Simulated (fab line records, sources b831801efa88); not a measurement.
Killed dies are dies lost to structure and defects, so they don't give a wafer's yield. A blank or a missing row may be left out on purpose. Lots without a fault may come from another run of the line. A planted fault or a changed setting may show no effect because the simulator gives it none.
fab line records | flow sky130
record lots=5 wafers=15 last_day=49
route steps=708 shown VT_ADJUST_HVTP@85 VT_ADJUST_LVTN@97 VT_ADJUST_NCORE@119
lots that met no fault: from a run of the same line without faults
start_h: hours from the record's first day to the start of the lot's first wafer shown | wait_h: hours since the lot's step before | " the same as in the row above | L1.1+2: a row that stands for several wafers | - no value, or no start given | * or withheld: withheld | < > ~ a bound
route shown NAME@n: a module of which the file shows steps, and the number in the route of the first | usual: mean/standard deviation of fault-free wafers | same: alike in all rows | chamber/n: place in a boat | sites: the reading at each site | _std_site: their standard deviation | _edge_site: outer sites' mean less inner sites' | radius_mm: how far each site lies from the wafer's centre | mask NAME#n: copy n | behind: the tool/chamber that last shaped the wafer | hold: why the lot was held/for how many hours/how that ended | device: the transistor (n, p or np) that didn't switch | end of line: the same wafers' tests at the end of the route | a step without rows: its recipe alone | killed: dies lost to structure and defects at the first sort, not the wafer's yield | map: a wafer's dies, x killed, . not, _ none there
set.NAME: the setting as run; set.NAME@STEP: as run at that earlier step | model.NAME: the simulator's own value behind a step, which no gauge read
lots at some steps of the route; a table a step, a row a wafer
services: from which hour (start_h, from the record's first day; less than 0 if before it) a tool's chamber was out of use, for how many hours, and why
## steps
# step SKY_VT_ADJUST_HVTP_DEHYDRATE_00
# recipe temp_c=200 time_s=60
# columns lot.wafer tool chamber start_h wait_h
L075.1+3+4 litho_track-03 0 127.32 8.7
L079.1+5+6 litho_track-01 0 140.16 7.7
L080.2+4+5 litho_track-03 0 148.69 9.8
L085.1+4+5 litho_track-02 0 179.64 9.5
L087.3+5+6 litho_track-03 0 198.32 10.7
# step SKY_VT_ADJUST_HVTP_HMDS_01
# recipe prime_time_s=60 prime_temp_c=120
# columns lot.wafer tool chamber start_h wait_h
L075.1+3+4 litho_track-03 0 127.47 0.1
L079.1+5+6 litho_track-01 0 140.31 0.1
L080.2+4+5 litho_track-03 0 148.84 0.1
L085.1+4+5 litho_track-02 0 179.79 0.1
L087.3+5+6 litho_track-03 0 198.47 0.1
# step SKY_VT_ADJUST_HVTP_COAT_02
# recipe resist=NOVOLAK spin_rpm=3035 resist_thk_nm=1140
# usual dispense_pressure_kPa=47.7/2.1
# columns lot.wafer tool chamber start_h wait_h dispense_pressure_kPa
L075.1 litho_track-03 0 127.62 0.1 49.4
L075.3 " 0 " " 49.4
L075.4 " 0 " " 49.4
L079.1 litho_track-01 0 140.46 0.1 48.0
L079.5 " 0 " " 48.0
L079.6 " 0 " " 48.0
L080.2 litho_track-03 0 148.99 0.1 49.4
L080.4 " 0 " " 49.4
L080.5 " 0 " " 49.4
L085.1 litho_track-02 0 179.94 0.1 44.6
L085.4 " 0 " " 44.6
L085.5 " 0 " " 44.6
L087.3 litho_track-03 0 198.62 0.1 49.4
L087.5 " 0 " " 49.4
L087.6 " 0 " " 49.4
# step SKY_VT_ADJUST_HVTP_SOFTBAKE_03
# recipe temp_c=90 time_s=60 resist=NOVOLAK
# columns lot.wafer tool chamber start_h wait_h
L075.1+3+4 litho_track-03 0 127.77 0.1
L079.1+5+6 litho_track-01 0 140.61 0.1
L080.2+4+5 litho_track-03 0 149.14 0.1
L085.1+4+5 litho_track-02 0 180.09 0.1
L087.3+5+6 litho_track-03 0 198.77 0.1
# step SKY_VT_ADJUST_HVTP_EXPOSE_04
# recipe mask_id=HVTPM na=0.6 source_shape=conventional sigma_outer=0.6 polarization=unpolarized target_cd_nm=380 dose_mj=140
# columns lot.wafer tool chamber start_h wait_h mask
L075.1+3+4 iline_stepper-02 0 - - HVTPM#0
L079.1+5+6 iline_stepper-02 0 - - HVTPM#0
L080.2+4+5 iline_stepper-02 0 - - HVTPM#0
L085.1+4+5 iline_stepper-02 0 - - HVTPM#0
L087.3+5+6 iline_stepper-01 0 - - HVTPM#0
# step SKY_VT_ADJUST_HVTP_PEB_05
# recipe temp_c=withheld time_s=* resist=NOVOLAK
# columns lot.wafer tool chamber start_h wait_h
L075.1+3+4 litho_track-03 0 - -
L079.1+5+6 litho_track-02 0 - -
L080.2+4+5 litho_track-01 0 - -
L085.1+4+5 litho_track-03 0 - -
L087.3+5+6 litho_track-01 0 - -
# step SKY_VT_ADJUST_HVTP_DEVELOP_06
# recipe resist=NOVOLAK developer=TMAH develop_time_s=59.14 dev_temp_c=23
# usual developer_temp_C=23.01/0.11
# same develop_time_s=59.14
# columns lot.wafer tool chamber start_h wait_h developer_temp_C
L075.1 litho_track-03 0 135.77 0.1 23.08
L075.3 " 0 " " 23.04
L075.4 " 0 " " 23.05
L079.1 litho_track-02 0 151.39 0.1 22.90
L079.5 " 0 " " 22.76
L079.6 " 0 " " 23.06
L080.2 litho_track-01 0 158.09 0.1 22.88
L080.4 " 0 " " 22.97
L080.5 " 0 " " 23.05
L085.1 litho_track-03 0 190.67 0.1 23.08
L085.4 " 0 " " 23.05
L085.5 " 0 " " 22.84
L087.3 litho_track-01 0 209.96 0.1 22.80
L087.5 " 0 " " 22.95
L087.6 " 0 " " 22.92
# step SKY_VT_ADJUST_HVTP_CD_MEAS_07
# recipe target_cd_nm=380
# usual cd_nm=380.9/2.1
# columns lot.wafer tool chamber start_h wait_h cd_nm
L075.1 cd_sem-02 - 135.93 0.1 382.1
L075.3 " - " " 380.9
L075.4 " - " " 382.4
L079.1 cd_sem-02 - 151.54 0.1 381.1
L079.5 " - " " 379.9
L079.6 " - " " 381.4
L080.2 cd_sem-02 - 158.23 0.1 380.2
L080.4 " - " " 380.9
L080.5 " - " " 383.4
L085.1 cd_sem-01 - 190.82 0.1 379.9
L085.4 " - " " 377.4
L085.5 " - " " 378.0
L087.3 cd_sem-02 - 210.10 0.1 379.0
L087.5 " - " " 379.3
L087.6 " - " " 379.8
# step SKY_VT_ADJUST_HVTP_OVL_MEAS_08
# usual VT_ADJUST_HVTP_OVL=0.3/1.6
# columns lot.wafer tool chamber start_h wait_h VT_ADJUST_HVTP_OVL[nm]
L075.1 overlay-02 - 136.05 0.1 0.7
L075.3 " - " " 1.5
L075.4 " - " " 1.0
L079.1 overlay-01 - 151.66 0.1 0.4
L079.5 " - " " 3.4
L079.6 " - " " 1.3
L080.2 overlay-01 - 158.34 0.1 3.4
L080.4 " - " " 4.0
L080.5 " - " " 5.3
L085.1 overlay-01 - 190.94 0.1 2.2
L085.4 " - " " 2.4
L085.5 " - " " -0.3
L087.3 overlay-02 - 210.19 0.1 1.4
L087.5 " - " " -2.0
L087.6 " - " " -1.6
# step SKY_VT_ADJUST_HVTP_IMPLANT_09
# recipe species=As energy_kev=150 dose_cm2=4.3e+12 tilt_deg=withheld
# same implant_ion_amu=75
# columns lot.wafer tool chamber start_h wait_h
L075.1+3+4 implanter-04 0 136.09 0.0
L079.1+5+6 implanter-01 0 151.70 0.0
L080.2+4+5 implanter-01 0 158.39 0.0
L085.1+4+5 implanter-02 0 190.97 0.0
L087.3+5+6 implanter-02 0 210.27 0.1
# step SKY_VT_ADJUST_HVTP_STRIP_10
# recipe chemistry=O2/N2 power_w=1400 pressure_mtorr=1500 platen_temp_c=withheld o2_flow_sccm=3000 n2_flow_sccm=300 overash_fraction=0.5
# usual drypump_motor_current_A=5.5/0.4 oes_product_au=0.715/0.0041 strip_time_to_endpoint_s=14.12/0.046
# columns lot.wafer tool chamber start_h wait_h drypump_motor_current_A oes_product_au rf_hours_counter_h strip_time_to_endpoint_s
L075.1 plasma_asher-02 0 136.24 0.1 6.0 0.717 33 14.09
L075.3 " 1 " " 5.4 0.711 - 14.07
L075.4 " 0 " " 6.0 0.717 - 14.04
L079.1 plasma_asher-02 0 151.85 0.1 6.0 0.717 35 14.18
L079.5 " 0 " " 6.0 0.713 - 14.14
L079.6 " 1 " " 5.4 0.714 - 14.07
L080.2 plasma_asher-04 0 158.52 0.1 5.7 0.721 2 14.14
L080.4 " 1 " " 5.1 0.716 - 14.13
L080.5 " 1 " " 5.1 0.710 - 14.11
L085.1 plasma_asher-04 0 191.12 0.1 5.7 0.718 5 14.09
L085.4 " 0 " " 5.7 0.713 - 14.09
L085.5 " 1 " " 5.1 0.718 - 14.14
L087.3 plasma_asher-04 1 210.40 0.1 5.0 0.716 - 14.12
L087.5 " 0 " " 5.7 0.712 - 14.09
L087.6 " 1 " " 5.0 0.717 - 14.09
# step SKY_VT_ADJUST_HVTP_TW_MEAS_11
# usual VT_ADJUST_HVTP_TW=1358/19
# columns lot.wafer tool chamber start_h wait_h VT_ADJUST_HVTP_TW
L075.1 film_metro-01 - 136.34 0.1 1336
L075.3 " - " " 1330
L075.4 " - " " 1343
L079.1 film_metro-02 - 151.95 0.1 1371
L079.5 " - " " 1377
L079.6 " - " " 1369
L080.2 film_metro-04 - 158.63 0.1 1375
L080.4 " - " " 1367
L080.5 " - " " 1368
L085.1 film_metro-02 - 191.22 0.1 1345
L085.4 " - " " 1361
L085.5 " - " " 1355
L087.3 film_metro-02 - 210.49 0.1 1350
L087.5 " - " " 1357
L087.6 " - " " 1355
# step SKY_VT_ADJUST_LVTN_DEHYDRATE_00
# recipe temp_c=200 time_s=60
# columns lot.wafer tool chamber start_h wait_h
L075.1+3+4 litho_track-04 0 145.60 9.3
L079.1+5+6 litho_track-03 0 160.77 8.8
L080.2+4+5 litho_track-01 0 168.59 9.9
L085.1+4+5 litho_track-04 0 201.70 10.5
L087.3+5+6 litho_track-03 0 221.37 10.9
# step SKY_VT_ADJUST_LVTN_HMDS_01
# recipe prime_time_s=60 prime_temp_c=120
# columns lot.wafer tool chamber start_h wait_h
L075.1+3+4 litho_track-04 0 145.75 0.1
L079.1+5+6 litho_track-03 0 160.92 0.1
L080.2+4+5 litho_track-01 0 168.74 0.1
L085.1+4+5 litho_track-04 0 201.85 0.1
L087.3+5+6 litho_track-03 0 221.52 0.1
# step SKY_VT_ADJUST_LVTN_COAT_02
# recipe spin_rpm=2000 resist_thk_nm=3000
# usual dispense_pressure_kPa=47.6/1.3
# columns lot.wafer tool chamber start_h wait_h dispense_pressure_kPa
L075.1 litho_track-04 0 145.90 0.1 46.3
L075.3 " 0 " " 46.3
L075.4 " 0 " " 46.3
L079.1 litho_track-03 0 161.07 0.1 49.4
L079.5 " 0 " " 49.4
L079.6 " 0 " " 49.4
L080.2 litho_track-01 0 168.89 0.1 48.0
L080.4 " 0 " " 48.0
L080.5 " 0 " " 48.0
L085.1 litho_track-04 0 202.00 0.1 46.3
L085.4 " 0 " " 46.3
L085.5 " 0 " " 46.3
L087.3 litho_track-03 0 221.67 0.1 49.4
L087.5 " 0 " " 49.4
L087.6 " 0 " " 49.4
# step SKY_VT_ADJUST_LVTN_SOFTBAKE_03
# recipe temp_c=110 time_s=withheld
# columns lot.wafer tool chamber start_h wait_h
L075.1+3+4 litho_track-04 0 146.05 0.1
L079.1+5+6 litho_track-03 0 161.22 0.1
L080.2+4+5 litho_track-01 0 169.04 0.1
L085.1+4+5 litho_track-04 0 202.15 0.1
L087.3+5+6 litho_track-03 0 221.83 0.1
# step SKY_VT_ADJUST_LVTN_EXPOSE_04
# recipe mask_id=NWM_COMPLEMENT_LESS_NATIVE na=0.6 source_shape=conventional sigma_outer=0.6 polarization=unpolarized target_cd_nm=840 dose_mj=194
# columns lot.wafer tool chamber start_h wait_h mask
L075.1+3+4 iline_stepper-02 0 - - NWM_COMPLEMENT_LESS_NATIVE#0
L079.1+5+6 iline_stepper-01 0 - - NWM_COMPLEMENT_LESS_NATIVE#0
L080.2+4+5 iline_stepper-02 0 - - NWM_COMPLEMENT_LESS_NATIVE#0
L085.1+4+5 iline_stepper-02 0 - - NWM_COMPLEMENT_LESS_NATIVE#0
L087.3+5+6 iline_stepper-01 0 - - NWM_COMPLEMENT_LESS_NATIVE#0
# step SKY_VT_ADJUST_LVTN_PEB_05
# recipe temp_c=115 time_s=withheld
# columns lot.wafer tool chamber start_h wait_h
L075.1+3+4 litho_track-04 0 - -
L079.1+5+6 litho_track-04 0 - -
L080.2+4+5 litho_track-01 0 - -
L085.1+4+5 litho_track-04 0 - -
L087.3+5+6 litho_track-04 0 - -
# step SKY_VT_ADJUST_LVTN_DEVELOP_06
# recipe wall_angle_deg=90 developer=TMAH develop_time_s=60 dev_temp_c=23
# usual developer_temp_C=22.99/0.098
# same develop_time_s=60
# columns lot.wafer tool chamber start_h wait_h developer_temp_C
L075.1 litho_track-04 0 - - 22.91
L075.3 " 0 " " 23.01
L075.4 " 0 " " 22.92
L079.1 litho_track-04 0 - - 22.98
L079.5 " 0 " " 23.18
L079.6 " 0 " " 23.21
L080.2 litho_track-01 0 - - 22.91
L080.4 " 0 " " 22.95
L080.5 " 0 " " 22.85
L085.1 litho_track-04 0 - - 23.16
L085.4 " 0 " " 23.02
L085.5 " 0 " " 22.82
L087.3 litho_track-04 0 - - 22.95
L087.5 " 0 " " 22.98
L087.6 " 0 " " 22.97
# step SKY_VT_ADJUST_LVTN_OVL_MEAS_07
# usual VT_ADJUST_LVTN_OVL=0.0/1.4
# columns lot.wafer tool chamber start_h wait_h VT_ADJUST_LVTN_OVL[nm]
L075.1 overlay-02 - 156.30 - -1.2
L075.3 " - " " 0.5
L075.4 " - " " -1.4
L079.1 overlay-01 - 172.45 - 2.3
L079.5 " - " " 2.6
L079.6 " - " " 2.0
L080.2 overlay-01 - 179.62 - 0.1
L080.4 " - " " 2.4
L080.5 " - " " 0.4
L085.1 overlay-01 - 213.30 - -1.9
L085.4 " - " " -1.1
L085.5 " - " " -1.1
L087.3 overlay-01 - 233.31 - 0.9
L087.5 " - " " 1.0
L087.6 " - " " 1.3
# step SKY_VT_ADJUST_LVTN_IMPLANT_08
# recipe species=B energy_kev=30 dose_cm2=1.57e+12 tilt_deg=withheld
# same implant_ion_amu=11
# columns lot.wafer tool chamber start_h wait_h
L075.1+3+4 implanter-02 0 156.46 0.2
L079.1+5+6 implanter-03 0 172.49 0.0
L080.2+4+5 implanter-03 0 179.67 0.0
L085.1+4+5 implanter-03 0 213.34 0.0
L087.3+5+6 implanter-02 0 233.39 0.1
# step SKY_VT_ADJUST_LVTN_STRIP_09
# recipe chemistry=O2/N2 power_w=1400 pressure_mtorr=1500 platen_temp_c=withheld o2_flow_sccm=3000 n2_flow_sccm=300 overash_fraction=0.5
# usual drypump_motor_current_A=5.4/0.44 oes_product_au=0.722/0.0046 strip_time_to_endpoint_s=36.93/0.098
# columns lot.wafer tool chamber start_h wait_h drypump_motor_current_A oes_product_au rf_hours_counter_h strip_time_to_endpoint_s
L075.1 plasma_asher-04 1 156.61 0.1 5.1 0.724 2 36.94
L075.3 " 1 " " 5.1 0.720 - 36.86
L075.4 " 0 " " 5.7 0.716 - 37.02
L079.1 plasma_asher-01 0 172.64 0.1 4.9 0.724 51 36.93
L079.5 " 1 " " 5.8 0.720 - 36.92
L079.6 " 0 " " 4.9 0.728 - 37.01
L080.2 plasma_asher-03 0 179.80 0.1 6.0 0.727 53 36.95
L080.4 " 1 " " 4.9 0.728 - 36.87
L080.5 " 0 " " 6.0 0.719 - 36.94
L085.1 plasma_asher-04 0 213.49 0.1 5.7 0.731 8 36.74
L085.4 " 0 " " 5.7 0.733 - 36.83
L085.5 " 0 " " 5.7 0.721 - 36.74
L087.3 plasma_asher-04 1 233.52 0.1 5.1 0.721 - 36.92
L087.5 " 1 " " 5.0 0.722 - 36.89
L087.6 " 0 " " 5.6 0.717 - 36.92
# step SKY_VT_ADJUST_LVTN_TW_MEAS_10
# usual VT_ADJUST_LVTN_TW=244/3.2
# columns lot.wafer tool chamber start_h wait_h VT_ADJUST_LVTN_TW
L075.1 film_metro-03 - 156.71 0.1 242
L075.3 " - " " 242
L075.4 " - " " 243
L079.1 film_metro-03 - 172.74 0.1 244
L079.5 " - " " 243
L079.6 " - " " 243
L080.2 film_metro-04 - 179.91 0.1 245
L080.4 " - " " 245
L080.5 " - " " 246
L085.1 film_metro-04 - 213.59 0.1 249
L085.4 " - " " 248
L085.5 " - " " 248
L087.3 film_metro-03 - 233.61 0.1 244
L087.5 " - " " 243
L087.6 " - " " 244
# step SKY_VT_ADJUST_LVTN_DEHYDRATE_11
# recipe temp_c=200 time_s=60
# columns lot.wafer tool chamber start_h wait_h
L075.1+3+4 litho_track-01 0 166.36 9.6
L079.1+5+6 litho_track-04 0 182.10 9.4
L080.2+4+5 litho_track-04 0 189.83 9.9
L085.1+4+5 litho_track-04 0 224.55 11.0
L087.3+5+6 litho_track-04 0 245.25 11.6
# step SKY_VT_ADJUST_LVTN_HMDS_12
# recipe prime_time_s=60 prime_temp_c=120
# columns lot.wafer tool chamber start_h wait_h
L075.1+3+4 litho_track-01 0 166.51 0.1
L079.1+5+6 litho_track-04 0 182.25 0.1
L080.2+4+5 litho_track-04 0 189.98 0.1
L085.1+4+5 litho_track-04 0 224.70 0.1
L087.3+5+6 litho_track-04 0 245.40 0.1
# step SKY_VT_ADJUST_LVTN_COAT_13
# recipe resist=NOVOLAK spin_rpm=3000 resist_thk_nm=1140
# usual dispense_pressure_kPa=47.5/1.2
# columns lot.wafer tool chamber start_h wait_h dispense_pressure_kPa
L075.1 litho_track-01 0 166.66 0.1 48.0
L075.3 " 0 " " 48.0
L075.4 " 0 " " 48.0
L079.1 litho_track-04 0 182.40 0.1 46.3
L079.5 " 0 " " 46.3
L079.6 " 0 " " 46.3
L080.2 litho_track-04 0 190.13 0.1 46.3
L080.4 " 0 " " 46.2
L080.5 " 0 " " 46.3
L085.1 litho_track-04 0 224.85 0.1 46.3
L085.4 " 0 " " 46.3
L085.5 " 0 " " 46.3
L087.3 litho_track-04 0 245.55 0.1 46.3
L087.5 " 0 " " 46.2
L087.6 " 0 " " 46.3
# step SKY_VT_ADJUST_LVTN_SOFTBAKE_14
# recipe temp_c=90 time_s=60 resist=NOVOLAK
# columns lot.wafer tool chamber start_h wait_h
L075.1+3+4 litho_track-01 0 166.81 0.1
L079.1+5+6 litho_track-04 0 182.55 0.1
L080.2+4+5 litho_track-04 0 190.28 0.1
L085.1+4+5 litho_track-04 0 225.00 0.1
L087.3+5+6 litho_track-04 0 245.70 0.1
# step SKY_VT_ADJUST_LVTN_EXPOSE_15
# recipe mask_id=HVN_STD_DERIVED na=0.6 source_shape=conventional sigma_outer=0.6 polarization=unpolarized target_cd_nm=600 dose_mj=163
# columns lot.wafer tool chamber start_h wait_h mask
L075.1+3+4 iline_stepper-01 0 - - HVN_STD_DERIVED#0
L079.1+5+6 iline_stepper-01 0 - - HVN_STD_DERIVED#0
L080.2+4+5 iline_stepper-02 0 - - HVN_STD_DERIVED#0
L085.1+4+5 iline_stepper-01 0 - - HVN_STD_DERIVED#0
L087.3+5+6 iline_stepper-01 0 - - HVN_STD_DERIVED#0
# step SKY_VT_ADJUST_LVTN_PEB_16
# recipe temp_c=withheld time_s=* resist=NOVOLAK
# columns lot.wafer tool chamber start_h wait_h
L075.1+3+4 litho_track-04 0 - -
L079.1+5+6 litho_track-03 0 - -
L080.2+4+5 litho_track-01 0 - -
L085.1+4+5 litho_track-01 0 - -
L087.3+5+6 litho_track-03 0 - -
# step SKY_VT_ADJUST_LVTN_DEVELOP_17
# recipe resist=NOVOLAK developer=TMAH develop_time_s=60 dev_temp_c=23
# usual developer_temp_C=23.00/0.1
# same develop_time_s=60
# columns lot.wafer tool chamber start_h wait_h developer_temp_C
L075.1 litho_track-04 0 177.65 0.1 22.99
L075.3 " 0 " " 23.04
L075.4 " 0 " " 22.92
L079.1 litho_track-03 0 193.97 0.1 22.80
L079.5 " 0 " " 22.93
L079.6 " 0 " " 22.88
L080.2 litho_track-01 0 201.44 0.1 22.92
L080.4 " 0 " " 22.91
L080.5 " 0 " " 23.03
L085.1 litho_track-01 0 236.31 0.1 22.95
L085.4 " 0 " " 22.92
L085.5 " 0 " " 22.93
L087.3 litho_track-03 0 257.42 0.1 23.01
L087.5 " 0 " " 23.13
L087.6 " 0 " " 23.01
# step SKY_VT_ADJUST_LVTN_OVL_MEAS_18
# usual VT_ADJUST_LVTN_01_OVL=0.3/1.1
# columns lot.wafer tool chamber start_h wait_h VT_ADJUST_LVTN_01_OVL[nm]
L075.1 overlay-02 - 177.80 0.1 -1.0
L075.3 " - " " -0.2
L075.4 " - " " -0.5
L079.1 overlay-02 - 194.12 0.1 0.8
L079.5 " - " " 0.2
L079.6 " - " " 0.4
L080.2 overlay-02 - 201.57 0.1 3.0
L080.4 " - " " 2.4
L080.5 " - " " 2.3
L085.1 overlay-02 - 236.46 0.1 1.5
L085.4 " - " " 0.4
L085.5 " - " " 0.1
L087.3 overlay-02 - 257.53 0.1 1.1
L087.5 " - " " 0.4
L087.6 " - " " 0.6
# step SKY_VT_ADJUST_LVTN_IMPLANT_19
# recipe species=B energy_kev=30 dose_cm2=6.5e+11 tilt_deg=withheld
# same implant_ion_amu=11
# columns lot.wafer tool chamber start_h wait_h
L075.1+3+4 implanter-03 0 177.84 0.0
L079.1+5+6 implanter-03 0 194.18 0.1
L080.2+4+5 implanter-04 0 201.62 0.0
L085.1+4+5 implanter-04 0 236.50 0.0
L087.3+5+6 implanter-03 0 257.60 0.1
# step SKY_VT_ADJUST_LVTN_STRIP_20
# recipe chemistry=O2/N2 power_w=1400 pressure_mtorr=1500 platen_temp_c=withheld o2_flow_sccm=3000 n2_flow_sccm=300 overash_fraction=0.5
# usual drypump_motor_current_A=5.4/0.43 oes_product_au=0.716/0.0039 strip_time_to_endpoint_s=14.18/0.033
# columns lot.wafer tool chamber start_h wait_h drypump_motor_current_A oes_product_au rf_hours_counter_h strip_time_to_endpoint_s
L075.1 plasma_asher-03 0 177.99 0.1 6.0 0.713 53 14.18
L075.3 " 1 " " 5.0 0.721 - 14.15
L075.4 " 0 " " 6.0 0.721 - 14.13
L079.1 plasma_asher-03 1 194.33 0.1 4.9 0.720 54 14.15
L079.5 " 1 " " 5.0 0.715 - 14.14
L079.6 " 0 " " 6.0 0.713 - 14.16
L080.2 plasma_asher-01 0 201.75 0.1 4.9 0.716 54 14.21
L080.4 " 1 " " 5.8 0.714 - 14.22
L080.5 " 1 " " 5.8 0.721 - 14.13
L085.1 plasma_asher-01 0 236.65 0.1 4.9 0.714 58 14.18
L085.4 " 0 " " 4.9 0.718 - 14.16
L085.5 " 0 " " 4.9 0.708 - 14.21
L087.3 plasma_asher-03 0 257.74 0.1 6.0 0.717 - 14.15
L087.5 " 0 " " 6.0 0.716 - 14.15
L087.6 " 1 " " 5.0 0.714 - 14.19
# step SKY_VT_ADJUST_LVTN_TW_MEAS_21
# usual VT_ADJUST_LVTN_2_TW=189.4/2.8
# columns lot.wafer tool chamber start_h wait_h VT_ADJUST_LVTN_2_TW
L075.1 film_metro-01 - 178.09 0.1 186.1
L075.3 " - " " 185.0
L075.4 " - " " 186.2
L079.1 film_metro-03 - 194.43 0.1 189.8
L079.5 " - " " 189.9
L079.6 " - " " 189.4
L080.2 film_metro-01 - 201.86 0.1 184.3
L080.4 " - " " 184.1
L080.5 " - " " 183.6
L085.1 film_metro-03 - 236.75 0.1 191.0
L085.4 " - " " 190.2
L085.5 " - " " 190.3
L087.3 film_metro-04 - 257.82 0.1 191.5
L087.5 " - " " 191.5
L087.6 " - " " 191.6
# step SKY_VT_ADJUST_NCORE_DEHYDRATE_00
# recipe temp_c=200 time_s=60
# columns lot.wafer tool chamber start_h wait_h
L075.1+3+4 litho_track-04 0 187.80 9.7
L079.1+5+6 litho_track-01 0 204.11 9.7
L080.2+4+5 litho_track-02 0 212.02 10.2
L085.1+4+5 litho_track-01 0 247.76 11.0
L087.3+5+6 litho_track-01 0 269.86 12.0
# step SKY_VT_ADJUST_NCORE_HMDS_01
# recipe prime_time_s=60 prime_temp_c=120
# columns lot.wafer tool chamber start_h wait_h
L075.1+3+4 litho_track-04 0 187.95 0.1
L079.1+5+6 litho_track-01 0 204.26 0.1
L080.2+4+5 litho_track-02 0 212.17 0.1
L085.1+4+5 litho_track-01 0 247.91 0.1
L087.3+5+6 litho_track-01 0 270.01 0.1
# step SKY_VT_ADJUST_NCORE_COAT_02
# recipe resist=NOVOLAK spin_rpm=3000 resist_thk_nm=1140
# usual dispense_pressure_kPa=46.1/1.6
# columns lot.wafer tool chamber start_h wait_h dispense_pressure_kPa
L075.1 litho_track-04 0 188.10 0.1 46.3
L075.3 " 0 " " 46.3
L075.4 " 0 " " 46.3
L079.1 litho_track-01 0 204.41 0.1 48.0
L079.5 " 0 " " 48.0
L079.6 " 0 " " 48.0
L080.2 litho_track-02 0 212.32 0.1 44.6
L080.4 " 0 " " 44.6
L080.5 " 0 " " 44.6
L085.1 litho_track-01 0 248.06 0.1 48.0
L085.4 " 0 " " 48.0
L085.5 " 0 " " 48.0
L087.3 litho_track-01 0 270.16 0.1 48.0
L087.5 " 0 " " 48.0
L087.6 " 0 " " 48.0
# step SKY_VT_ADJUST_NCORE_SOFTBAKE_03
# recipe temp_c=89.5 time_s=60 resist=NOVOLAK
# columns lot.wafer tool chamber start_h wait_h
L075.1+3+4 litho_track-04 0 188.25 0.1
L079.1+5+6 litho_track-01 0 204.56 0.1
L080.2+4+5 litho_track-02 0 212.47 0.1
L085.1+4+5 litho_track-01 0 248.21 0.1
L087.3+5+6 litho_track-01 0 270.31 0.1
# step SKY_VT_ADJUST_NCORE_EXPOSE_04
# recipe mask_id=LVTN_COMPLEMENT_THIN na=0.6 source_shape=conventional sigma_outer=0.6 polarization=unpolarized target_cd_nm=380 dose_mj=139
# columns lot.wafer tool chamber start_h wait_h mask
L075.1+3+4 iline_stepper-02 0 - - LVTN_COMPLEMENT_THIN#0
L079.1+5+6 iline_stepper-01 0 - - LVTN_COMPLEMENT_THIN#0
L080.2+4+5 iline_stepper-01 0 - - LVTN_COMPLEMENT_THIN#0
L085.1+4+5 iline_stepper-01 0 - - LVTN_COMPLEMENT_THIN#0
L087.3+5+6 iline_stepper-02 0 - - LVTN_COMPLEMENT_THIN#0
# step SKY_VT_ADJUST_NCORE_PEB_05
# recipe temp_c=withheld time_s=* resist=NOVOLAK
# columns lot.wafer tool chamber start_h wait_h
L075.1+3+4 litho_track-01 0 - -
L079.1+5+6 litho_track-01 0 - -
L080.2+4+5 litho_track-01 0 - -
L085.1+4+5 litho_track-02 0 - -
L087.3+5+6 litho_track-02 0 - -
# step SKY_VT_ADJUST_NCORE_DEVELOP_06
# recipe resist=NOVOLAK developer=TMAH develop_time_s=60 dev_temp_c=23
# usual developer_temp_C=22.98/0.1
# same develop_time_s=60
# columns lot.wafer tool chamber start_h wait_h developer_temp_C
L075.1 litho_track-01 0 199.01 0.1 22.84
L075.3 " 0 " " 23.07
L075.4 " 0 " " 22.95
L079.1 litho_track-01 0 216.16 0.1 22.92
L079.5 " 0 " " 23.10
L079.6 " 0 " " 23.09
L080.2 litho_track-01 0 223.44 0.1 22.99
L080.4 " 0 " " 22.91
L080.5 " 0 " " 22.94
L085.1 litho_track-02 0 260.39 0.1 22.85
L085.4 " 0 " " 23.04
L085.5 " 0 " " 22.92
L087.3 litho_track-02 0 282.44 0.1 23.04
L087.5 " 0 " " 22.95
L087.6 " 0 " " 22.79
# step SKY_VT_ADJUST_NCORE_CD_MEAS_07
# recipe target_cd_nm=380
# usual cd_nm=379.4/2.6
# columns lot.wafer tool chamber start_h wait_h cd_nm
L075.1 cd_sem-02 - 199.16 0.1 382.9
L075.3 " - " " 384.0
L075.4 " - " " 381.9
L079.1 cd_sem-01 - 216.31 0.1 380.3
L079.5 " - " " 380.2
L079.6 " - " " 380.6
L080.2 cd_sem-02 - 223.58 0.1 373.2
L080.4 " - " " 373.6
L080.5 " - " " 375.9
L085.1 cd_sem-02 - 260.54 0.1 378.1
L085.4 " - " " 379.1
L085.5 " - " " 377.6
L087.3 cd_sem-02 - 282.58 0.1 380.2
L087.5 " - " " 382.3
L087.6 " - " " 382.0
# step SKY_VT_ADJUST_NCORE_OVL_MEAS_08
# usual VT_ADJUST_NCORE_OVL=1.5/1.5
# columns lot.wafer tool chamber start_h wait_h VT_ADJUST_NCORE_OVL[nm]
L075.1 overlay-02 - 199.28 0.1 -0.5
L075.3 " - " " 0.1
L075.4 " - " " -0.5
L079.1 overlay-01 - 216.43 0.1 1.8
L079.5 " - " " 0.0
L079.6 " - " " 1.4
L080.2 overlay-02 - 223.69 0.1 2.6
L080.4 " - " " 0.3
L080.5 " - " " 2.6
L085.1 overlay-02 - 260.66 0.1 1.9
L085.4 " - " " 0.6
L085.5 " - " " 0.6
L087.3 overlay-01 - 282.67 0.1 0.2
L087.5 " - " " 0.4
L087.6 " - " " 1.1
# step SKY_VT_ADJUST_NCORE_IMPLANT_09
# recipe species=B energy_kev=10 dose_cm2=2.4e+12 tilt_deg=withheld
# same implant_ion_amu=11
# columns lot.wafer tool chamber start_h wait_h
L075.1+3+4 implanter-01 0 199.32 0.0
L079.1+5+6 implanter-04 0 216.47 0.0
L080.2+4+5 implanter-04 0 223.74 0.0
L085.1+4+5 implanter-04 0 260.70 0.0
L087.3+5+6 implanter-04 0 282.75 0.1
## services
# columns tool chamber start_h hours kind
implanter-04 - 111.27 1.8 repair
plasma_asher-04 - 113.37 14.6 pm
plasma_asher-02 - 117.20 2.8 pm
plasma_asher-04 - 127.97 9.0 pm
plasma_asher-04 0 127.97 9.0 vent_cycle
plasma_asher-04 1 127.97 9.0 vent_cycle
plasma_asher-04 0 136.97 - clean
plasma_asher-04 1 136.97 - clean
plasma_asher-01 - 141.50 1.6 repair
implanter-03 - 144.86 6.1 repair
implanter-04 - 149.83 9.8 repair
iline_stepper-01 - 150.69 1.0 repair
implanter-04 - 176.40 4.2 pm
implanter-01 - 178.44 3.1 pm
implanter-04 - 188.26 4.0 repair
implanter-02 - 191.47 9.8 repair
implanter-04 - 192.29 9.2 pm
implanter-01 - 214.02 8.7 repair
iline_stepper-02 - 215.60 6.7 repair
iline_stepper-02 - 222.35 1.7 pm
plasma_asher-03 - 226.45 0.9 repair
implanter-03 - 239.25 2.2 repair
iline_stepper-01 - 248.73 1.5 repair
iline_stepper-01 - 273.92 14.2 repair
## key
fault none
